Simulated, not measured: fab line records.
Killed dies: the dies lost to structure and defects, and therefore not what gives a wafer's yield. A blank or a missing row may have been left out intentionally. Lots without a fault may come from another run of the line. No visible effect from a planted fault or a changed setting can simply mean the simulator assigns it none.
Matching of chambers | flow sky130 | SKY_VIA2_CMP_02 on cmp-01: 4 sister chambers
The step polishes SiO2. 18 wafers are shown with their chamber, then 9 later ones without.

== EACH WAFER AND ITS CHAMBER ==
wafer  | chamber | motorCurrentA (A) | retainingRingPressureFrac
L231.1 | 1       | 13.1              | 1.004
L231.2 | 0       | 11.7              | 0.995
L231.5 | 2       | 11.0              | 1.003
L233.4 | 1       | 13.3              | 0.993
L233.5 | 3       | 11.4              | 1.002
L233.6 | 0       | 12.2              | 1.005
L236.1 | 0       | 11.6              | 0.994
L236.5 | 2       | 10.8              | 1.010
L236.6 | 3       | 11.2              | 0.996
L237.1 | 2       | 11.7              | 1.006
L237.5 | 3       | 11.2              | 1.005
L237.6 | 0       | 12.9              | 0.996
L239.1 | 2       | 10.9              | 0.991
L239.2 | 1       | 12.9              | 1.004
L239.3 | 0       | 12.3              | 1.004
L240.3 | 2       | 10.9              | 1.000
L240.4 | 0       | 12.5              | 1.000
L240.6 | 0       | 13.0              | 1.003

SIGNATURES (averages over the wafers above)
reading                   | chamber 0 | chamber 1 | chamber 2 | chamber 3 | scatter within a chamber
motorCurrentA             | 12.314    | 13.100    | 11.060    | 11.267    | 0.413
retainingRingPressureFrac | 0.99957   | 1.00033   | 1.00200   | 1.00100   | 0.0057
Rule: for a wafer and a chamber, the distance is found by dividing, reading by reading, the gap between the wafer's reading and the chamber's mean by the reading's scatter, squaring, summing and taking the root. The wafer belongs to the nearest chamber; if the next one is less than 2 further off, it can't be placed. The scatter: take each reading less its chamber's mean, square it, sum over the shown wafers, divide by the number of wafers less the number of chambers, and take the root.

== WAFERS WITH NO CHAMBER GIVEN ==
wafer  | motorCurrentA (A) | retainingRingPressureFrac
L241.3 | 11.2              | 0.999
L241.5 | 11.7              | 1.001
L241.6 | 11.7              | 1.009
L249.2 | 10.7              | 0.999
L249.3 | 12.5              | 0.996
L249.4 | 11.5              | 1.004
L252.2 | 11.2              | 1.001
L252.5 | 11.7              | 0.998
L252.6 | 12.5              | 1.000

== CHAMBER TAKEN BY EACH ==
wafer  | from the rows above               | in truth
L241.3 | can't be placed: 3 or 2           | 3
L241.5 | can't be placed: 3 or 0 or 2      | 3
L241.6 | can't be placed: 3 or 2 or 0 or 1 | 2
L249.2 | can't be placed: 2 or 3           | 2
L249.3 | can't be placed: 0 or 1           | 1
L249.4 | can't be placed: 3 or 2 or 0      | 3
L252.2 | can't be placed: 3 or 2           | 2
L252.5 | can't be placed: 3 or 0 or 2      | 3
L252.6 | can't be placed: 0 or 1           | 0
Correctly placed: 0 of 9. Not placeable from these rows: 9 (in 9, the candidates include the true chamber). Wrongly placed: 0.
